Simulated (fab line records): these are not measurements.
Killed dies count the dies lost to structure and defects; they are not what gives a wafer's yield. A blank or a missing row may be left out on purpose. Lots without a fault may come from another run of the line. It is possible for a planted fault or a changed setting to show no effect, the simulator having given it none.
Chamber matching	flow sky130	4 sister chambers for SKY_VIA3_ETCH_14 on rieDiel-02
The step etches BARC in N2/H2, stops on SiO2, time 45.9 s, target depth 60 nm. 4 wafers are shown with their chamber, then 8 later ones without.

WAFERS, EACH WITH ITS CHAMBER
wafer	chamber	drypumpMotorCurrentA (A)
L086.4	1	6.0
L088.1	3	5.5
L088.2	2	5.3
L089.4	0	5.1

WAFERS WITHOUT THEIR CHAMBER
wafer	drypumpMotorCurrentA (A)
L089.5	5.1
L089.6	6.0
L091.1	5.1
L091.2	5.3
L091.4	6.0
L094.1	6.0
L094.2	5.6
L094.5	5.1

EACH ONE'S CHAMBER
wafer	from the rows above	in truth
L089.5	0	0
L089.6	1	1
L091.1	0	0
L091.2	2	2
L091.4	1	1
L094.1	1	1
L094.2	3	3
L094.5	0	0
Correctly placed: 8 of 8. From these rows, 0 cannot be placed. 0 placed wrongly.
How it was worked out, from the rows above alone: a wafer's distance from a chamber is the root of the sum, over the readings, of the square of ((its reading less the chamber's mean) divided by the reading's scatter). If the next closest chamber is less than 2 further off than the closest, the wafer can't be placed; otherwise it belongs to the closest. Each chamber's mean is taken over the wafers shown for it. The scatter: root of mean squared gap, hidden wafer to nearest shown wafer, with one shown wafer a chamber.
